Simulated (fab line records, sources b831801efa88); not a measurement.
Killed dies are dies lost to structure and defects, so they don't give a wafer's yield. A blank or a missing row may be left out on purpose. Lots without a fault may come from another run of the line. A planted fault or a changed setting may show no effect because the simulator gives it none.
A struck lot beside a sound one | flow gf180mcu | 16 steps out of a route of 602
Sound: wafers L834.1, L834.2, L834.5. Struck: wafers L840.1, L840.2, L840.6. The cause comes at the end.
At each step with rows: each side's tool, then ch and its chambers, then its first start. Under that, the readings that differ: sound wafers | struck wafers | difference of the means | sigmas: that difference in standard deviations of wafers without a fault.
alike: readings whose means differ by less than 2 such deviations, and words and numbers that are the same on both sides. not compared: withheld readings, readings that some wafer has no value for, bounds like >300 that may hide the same value, and numbers for which the record gives no deviation and whose values overlap.
The two part at a step that has a row with sigmas, a row that says differs or no value, or rows on one side only. Numbers that don't overlap but have no deviation are shown without sigmas and don't part them. A reading that every wafer of one side lacks parts them only if that side has two wafers or more.

first, 1 step without rows for these wafers: GF_HV_LDD_DEVELOP_06 (develop time 60 s).
GF_HV_LDD_CD_MEAS_07: target cd 400 nm.
  sound on cd_sem-02, day 11 03:20; struck on cd_sem-02, day 12 18:32
  alike: cd_nm
GF_HV_LDD_OVL_MEAS_08:
  sound on overlay-02, day 11 03:28; struck on overlay-02, day 12 18:40
  alike: HV_LDD_OVL
then, 1 step without rows for these wafers: GF_HV_LDD_IMPLANT_09.
GF_HV_LDD_STRIP_10: strips in O2/N2.
  sound on plasma_asher-02 ch 0,1, day 11 03:38; struck on plasma_asher-01 ch 0,1, day 12 18:50
  reading            | sound       | struck      | difference | sigmas
  heater_power_w (W) | 356 337 353 | 336 309 316 | -28        | -2
  alike: drypump_motor_current_A, oes_product_au, strip_time_to_endpoint_s
  not compared: rf_hours_counter_h
GF_HV_LDD_TW_MEAS_11:
  sound on film_metro-02, day 11 03:44; struck on film_metro-01, day 12 18:56
  alike: HV_LDD_TW
then, 6 steps without rows for these wafers: GF_HV_LDD_DEHYDRATE_12 (time 60 s); GF_HV_LDD_HMDS_13 (prime time 60 s); GF_HV_LDD_COAT_14 (resist thk 1000 nm); GF_HV_LDD_SOFTBAKE_15 (time 60 s); GF_HV_LDD_EXPOSE_16 (exposes mask Pplus LV AREA, target cd 400 nm); GF_HV_LDD_PEB_17.
GF_HV_LDD_DEVELOP_18: develop time 60 s.
  sound on litho_track-04 ch 0, day 11 22:34; struck on litho_track-04 ch 0, day 13 14:22
GF_HV_LDD_CD_MEAS_19: target cd 400 nm.
  sound on cd_sem-01, day 11 22:43; struck on cd_sem-02, day 13 14:31
  reading    | sound             | struck            | difference | sigmas
  cd_nm (nm) | 398.0 398.1 400.2 | 395.3 393.5 393.1 | -4.8       | -3
GF_HV_LDD_OVL_MEAS_20:
  sound on overlay-01, day 11 22:50; struck on overlay-01, day 13 14:38
  alike: HV_LDD_01_OVL
-- the record jumps here: 18 days lie between the struck wafers' starts before and after (it left off in module HV_LDD and takes up again in module PASSIVATION, whose first step shown is number 602 of the route) --
GF_PASSIVATION_PROBE_99:
  the record has rows for the struck wafers here (prober-02, day 31 17:31) and none for the sound ones

WHERE THEY PART
First at GF_HV_LDD_STRIP_10; last, within this record, at GF_PASSIVATION_PROBE_99.

WHY: what the simulator had put in
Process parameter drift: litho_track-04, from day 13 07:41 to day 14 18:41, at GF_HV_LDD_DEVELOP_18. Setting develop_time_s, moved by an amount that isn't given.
